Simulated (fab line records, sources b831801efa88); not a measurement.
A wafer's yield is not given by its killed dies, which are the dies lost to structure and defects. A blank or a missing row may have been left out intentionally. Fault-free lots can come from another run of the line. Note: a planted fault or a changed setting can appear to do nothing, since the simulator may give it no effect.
fab line records	flow sky130
[record] lots = 6	wafers = 16	lastDay = 50
route steps=708 shown LDD_P@258 LDD_HVN@267 PAD_OPEN@708
lots that met no fault: from a run of the same line without faults
startH: the number of hours between the record's first day and the start of the first shown wafer of the lot	waitH: hours from the lot's prior step to this one	" the same as in the row above	L1.1+2: a row that stands for several wafers	- either no value or no given start	* or withheld: withheld	< > ~ a bound
route shown NAME@n: NAME is a module with steps in the file, n the number in the route of the first one	usual: the fault-free wafers' mean and standard deviation	same: alike in all rows	chamber/n: place in a boat	sites: the reading at each site	_std_site: their standard deviation	_edge_site: the outer-site mean with the inner-site mean subtracted	radiusMm: for every site, how far away it sits from the centre of the wafer	mask NAME#n: copy n	behind: the last tool/chamber to shape the wafer	hold: why the lot was held/for how many hours/how that ended	device: whichever transistor did not switch (one of n, p or np)	end of line: the tests these same wafers got at the end of their route	a step without rows: its recipe alone	killed: count of dies lost to structure and defects at first sort (not the wafer's yield)	map: a wafer's dies, x killed, . not, _ none there
set.NAME: the run value of the setting; set.NAME@STEP: its run value at that earlier step	model.NAME: the simulator's own value behind a step, which no gauge read
lots at selected steps of the route; one table per step, one row per wafer
services: when a tool's chamber went out of use (startH, in hours from the record's first day, below 0 if earlier), for how many hours, and the reason
[[steps]]
[step SKY_LDD_P_SOFTBAKE_03]
[recipe] tempC = 90	timeS = 60	resist = NOVOLAK
[step SKY_LDD_P_EXPOSE_04]
[recipe] maskId = PSDM	na = 0.6	sourceShape = conventional	sigmaOuter = 0.6	polarization = unpolarized	targetCdNm = 380	doseMj = 138
[step SKY_LDD_P_PEB_05]
[recipe] tempC = withheld	timeS = *	resist = NOVOLAK
[step SKY_LDD_P_DEVELOP_06]
[recipe] resist = NOVOLAK	developer = TMAH	developTimeS = 60	devTempC = 23
[step SKY_LDD_P_CD_MEAS_07]
[recipe] targetCdNm = 380
[usual] cdNm = 380.6/2.8
lot.wafer	tool	chamber	startH	waitH	cdNm
L862.2	cdSem-02	-	449.36	0.1	378.9
L862.4	"	-	"	"	378.9
L862.6	"	-	"	"	377.7
L866.2	cdSem-02	-	493.41	0.1	385.7
L866.3	"	-	"	"	385.3
L867.2	cdSem-02	-	493.88	0.1	378.5
L867.3	"	-	"	"	377.9
L878.2	cdSem-02	-	589.11	0.1	380.2
L878.3	"	-	"	"	378.7
L878.4	"	-	"	"	377.8
L879.1	cdSem-02	-	589.99	0.1	382.3
L879.4	"	-	"	"	382.7
L879.6	"	-	"	"	380.9
L884.2	cdSem-01	-	631.38	0.1	383.7
L884.3	"	-	"	"	383.5
L884.5	"	-	"	"	382.9
[step SKY_LDD_P_OVL_MEAS_08]
[usual] LDD_P_OVL = 0.2/1.5
lot.wafer	tool	chamber	startH	waitH	LDD_P_OVL[nm]
L862.2	overlay-02	-	449.47	0.1	-0.1
L862.4	"	-	"	"	0.7
L862.6	"	-	"	"	0.7
L866.2	overlay-02	-	493.52	0.1	0.0
L866.3	"	-	"	"	-1.0
L867.2	overlay-01	-	493.98	0.1	-2.8
L867.3	"	-	"	"	-2.9
L878.2	overlay-01	-	589.22	0.1	-0.9
L878.3	"	-	"	"	-0.1
L878.4	"	-	"	"	-0.4
L879.1	overlay-02	-	590.11	0.1	0.5
L879.4	"	-	"	"	0.4
L879.6	"	-	"	"	0.1
L884.2	overlay-01	-	631.48	0.1	-0.4
L884.3	"	-	"	"	0.8
L884.5	"	-	"	"	1.4
[step SKY_LDD_P_IMPLANT_09]
[recipe] species = BF2	energyKev = 25	doseCm2 = 1e+13	tiltDeg = withheld
[step SKY_LDD_P_STRIP_10]
[recipe] chemistry = O2/N2	powerW = 1400	pressureMtorr = 1500	platenTempC = withheld	o2FlowSccm = 3000	n2FlowSccm = 300	overashFraction = 0.5
[usual] drypumpMotorCurrentA = 5.8/0.47	n2FlowSccm = 300.0/0.9	oesProductAu = 0.716/0.0045	stripTimeToEndpointS = 14.16/0.047
lot.wafer	tool	chamber	startH	waitH	drypumpMotorCurrentA	n2FlowSccm	oesProductAu	rfHoursCounterH	stripTimeToEndpointS
L862.2	plasmaAsher-03	1	449.65	0.1	5.7	298.4	0.722	2	14.18
L862.4	"	1	"	"	5.7	298.7	0.722	-	14.21
L862.6	"	1	"	"	5.7	297.6	0.711	-	14.17
L866.2	plasmaAsher-04	0	493.70	0.1	5.1	297.9	0.712	63	14.08
L866.3	"	0	"	"	5.1	300.1	0.722	-	14.06
L867.2	plasmaAsher-02	0	494.16	0.1	6.3	301.4	0.717	81	14.11
L867.3	"	0	"	"	6.3	300.8	0.714	-	14.05
L878.2	plasmaAsher-02	0	589.40	0.1	6.2	301.1	0.712	91	14.14
L878.3	"	0	"	"	6.2	300.1	0.716	-	14.19
L878.4	"	1	"	"	6.5	300.2	0.716	-	14.18
L879.1	plasmaAsher-03	1	590.30	0.1	5.7	299.0	0.705	16	14.12
L879.4	"	1	"	"	5.7	299.1	0.709	-	14.16
L879.6	"	0	"	"	5.3	300.8	0.709	-	14.16
L884.2	plasmaAsher-04	1	631.66	0.1	5.7	299.3	0.717	76	14.20
L884.3	"	1	"	"	5.7	301.0	0.713	-	14.19
L884.5	"	1	"	"	5.7	300.6	0.720	-	14.18
[step SKY_LDD_P_TW_MEAS_11]
[usual] LDD_P_TW = 639/4.1
lot.wafer	tool	chamber	startH	waitH	LDD_P_TW
L862.2	filmMetro-04	-	449.76	0.1	639
L862.4	"	-	"	"	640
L862.6	"	-	"	"	641
L866.2	filmMetro-04	-	493.81	0.1	644
L866.3	"	-	"	"	642
L867.2	filmMetro-04	-	494.27	0.1	643
L867.3	"	-	"	"	638
L878.2	filmMetro-04	-	589.51	0.1	638
L878.3	"	-	"	"	638
L878.4	"	-	"	"	637
L879.1	filmMetro-04	-	590.40	0.1	639
L879.4	"	-	"	"	639
L879.6	"	-	"	"	634
L884.2	filmMetro-04	-	631.77	0.1	644
L884.3	"	-	"	"	643
L884.5	"	-	"	"	642
[step SKY_LDD_HVN_DEHYDRATE_00]
[recipe] tempC = 200	timeS = 60
[step SKY_LDD_HVN_HMDS_01]
[recipe] primeTimeS = 60	primeTempC = 120
[step SKY_LDD_HVN_COAT_02]
[recipe] resist = NOVOLAK	spinRpm = 3000	resistThkNm = 300
[step SKY_LDD_HVN_SOFTBAKE_03]
[recipe] tempC = 90	timeS = 60	resist = NOVOLAK
[usual] chillPlateTempC = 23.03/0.11	heaterPowerTotalW = 56.59/0.04	plateTempC = 90.02/0.12	runLengthS = 89.2/0.34
lot.wafer	tool	chamber	startH	waitH	chillPlateTempC	heaterPowerTotalW	plateTempC	runLengthS
L862.2	lithoTrack-03	0	465.32	0.1	23.02	56.61	90.21	88.7
L862.4	"	0	"	"	22.96	56.65	90.04	88.7
L862.6	"	0	"	"	23.04	56.52	90.15	88.8
L866.2	lithoTrack-04	0	508.47	0.1	23.23	56.61	89.93	89.4
L866.3	"	0	"	"	23.12	58.08	-	84.8
L867.2	lithoTrack-04	0	509.07	0.1	22.93	56.63	90.14	89.5
L867.3	"	0	"	"	22.78	58.06	-	84.5
L878.2	lithoTrack-04	0	603.62	0.1	22.80	56.61	90.01	89.4
L878.3	"	0	"	"	23.06	56.64	90.05	89.6
L878.4	"	0	"	"	23.04	56.56	90.10	89.4
L879.1	lithoTrack-04	0	604.84	0.1	22.96	56.55	90.04	89.5
L879.4	"	0	"	"	23.18	56.58	89.94	89.4
L879.6	"	0	"	"	22.99	56.58	90.26	89.5
L884.2	lithoTrack-04	0	646.32	0.1	23.05	56.59	89.97	89.6
L884.3	"	0	"	"	22.76	56.53	90.06	89.8
L884.5	"	0	"	"	23.03	56.59	90.02	89.4
[step SKY_LDD_HVN_EXPOSE_04]
[recipe] maskId = HVNTM	na = 0.6	sourceShape = conventional	sigmaOuter = 0.6	polarization = unpolarized	targetCdNm = 700	doseMj = 127
[step SKY_PAD_OPEN_PROBE_99]
[usual] killed_at_M0_to_M3 = 45/6.9	killed_at_M4_up = 3.1/1.7	killedAtContacts = 24/5.7	killedAtFrontEnd = 15/4.6	killedAtOther = 0.3/0.57	killedDies = 87/10	killedOpen = 48/7.4	killedShort = 39/6.7
[same] grossDies = 492	killedAtBackSide = 0
lot.wafer	tool	chamber	startH	waitH	killed_at_M0_to_M3	killed_at_M4_up	killedAtContacts	killedAtFrontEnd	killedAtOther	killedDies	killedOpen	killedShort
L866.2	prober-01	-	1115.41	0.1	38	3	25	12	0	78	48	30
L866.3	prober-01	-	1115.46	0.2	54	8	28	19	0	109	52	57
L867.2	prober-01	-	1118.82	0.1	52	3	15	12	0	82	40	42
L867.3	prober-01	-	1118.87	0.2	37	1	19	8	0	65	38	27
L878.2	prober-02	-	1177.62	0.1	44	3	16	20	0	83	40	43
L878.3	prober-02	-	1177.67	0.2	45	6	23	12	0	86	40	46
L878.4	prober-02	-	1177.72	0.2	53	1	19	13	0	86	51	35
L884.2	prober-02	-	1201.81	0.1	53	1	22	23	0	99	53	46
L884.3	prober-02	-	1201.86	0.2	42	1	31	12	0	86	58	28
L884.5	prober-02	-	1201.96	0.2	47	1	21	7	1	77	45	32
// killed by level:class
L866.2 CONTACT:geometricParticle:open=9 VIA1:geometricParticle:open=8 VIA1:geometricParticle:short=6 LI_CONTACT:geometricParticle:open=5 VIA3:geometricParticle:open=5 METAL1:geometricParticle:short=4 VIA2:geometricParticle:open=4 FIELD_ISO:geometricParticle:open=3
L866.3 METAL1:geometricParticle:short=10 VIA1:geometricParticle:open=10 CONTACT:geometricParticle:open=9 VIA3:geometricParticle:open=8 FIELD_ISO:geometricParticle:short=7 LI_CONTACT:geometricParticle:open=7 VIA2:geometricParticle:open=7 METAL4:geometricParticle:short=6
L867.2 VIA1:geometricParticle:open=19 METAL2:geometricParticle:short=7 CONTACT:geometricParticle:short=6 METAL1:geometricParticle:short=5 VIA2:geometricParticle:open=5 VIA3:geometricParticle:open=4 VIA1:geometricParticle:short=3 POLY_GATE:geometricParticle:short=3
L867.3 CONTACT:geometricParticle:open=9 VIA2:geometricParticle:open=8 LI_CONTACT:geometricParticle:open=6 VIA1:geometricParticle:open=6 METAL2:geometricParticle:short=6 METAL1:geometricParticle:short=5 METAL3:geometricParticle:short=4 POLY_GATE:geometricParticle:short=3
L878.2 VIA1:geometricParticle:open=14 LOCAL_INTERCONNECT:geometricParticle:short=9 POLY_GATE:geometricParticle:open=7 VIA1:geometricParticle:short=6 FIELD_ISO:geometricParticle:short=4 METAL1:geometricParticle:short=4 METAL2:geometricParticle:short=4 VIA3:geometricParticle:open=4
L878.3 CONTACT:geometricParticle:open=8 VIA3:geometricParticle:open=8 VIA1:geometricParticle:open=7 METAL1:geometricParticle:short=6 POLY_GATE:geometricParticle:short=6 VIA2:geometricParticle:open=6 LI_CONTACT:geometricParticle:open=5 LOCAL_INTERCONNECT:geometricParticle:short=5
L878.4 VIA1:geometricParticle:open=12 METAL1:geometricParticle:short=8 VIA2:geometricParticle:open=8 METAL2:geometricParticle:short=7 CONTACT:geometricParticle:open=6 VIA3:geometricParticle:open=6 POLY_GATE:geometricParticle:open=5 VIA3:geometricParticle:short=5
L884.2 CONTACT:geometricParticle:open=12 METAL1:geometricParticle:short=11 VIA3:geometricParticle:open=9 VIA1:geometricParticle:open=8 VIA2:geometricParticle:open=7 FIELD_ISO:geometricParticle:short=6 FIELD_ISO:geometricParticle:open=6 VIA1:geometricParticle:short=4
L884.3 VIA1:geometricParticle:open=14 LI_CONTACT:geometricParticle:open=11 CONTACT:geometricParticle:open=10 FIELD_ISO:geometricParticle:open=6 VIA2:geometricParticle:open=6 VIA1:geometricParticle:short=6 VIA3:geometricParticle:open=6 CONTACT:geometricParticle:short=5
L884.5 VIA1:geometricParticle:open=15 LI_CONTACT:geometricParticle:open=7 VIA2:geometricParticle:open=6 CONTACT:geometricParticle:open=5 LI_CONTACT:geometricParticle:short=5 METAL2:geometricParticle:short=5 VIA3:geometricParticle:open=4 CONTACT:geometricParticle:short=3
[[services]]
tool	chamber	startH	hours	kind
plasmaAsher-03	0	430.25	-	clean
plasmaAsher-03	1	430.25	-	clean
plasmaAsher-04	-	459.72	28.1	pm
plasmaAsher-02	-	531.71	1.1	repair
plasmaAsher-04	-	639.28	1.6	repair
[[key]]
[firstSign] step = SKY_LDD_HVN_SOFTBAKE_03	reading = heaterPowerTotalW	direction = up	sigmas = 37	usual = *	struck = *
[effect] step = SKY_LDD_HVN_SOFTBAKE_03	reading = runLengthS	direction = down	sigmas = 13	usual = *	struck = *
metAt SKY_LDD_HVN_SOFTBAKE_03
struckWafers L866.3,L867.3
testerLeftOut L866,L867
[fault] kind = processParameterDrift	tool = lithoTrack-04	chamber = -	onsetH = 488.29	steps = SKY_LDD_HVN_SOFTBAKE_03	channel = timeS	offset = *	shape = step	endH = 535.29	scope = struckWafersOnly	actsIn = *	stated = *
// testerLeftOut: of these lots the tester's yield and bins aren't shown, on N5 and GAA mostly nor the transistor test; their killed dies are dies lost to structure and defects alone, not to doping, threshold or leakage, so they don't give the yield
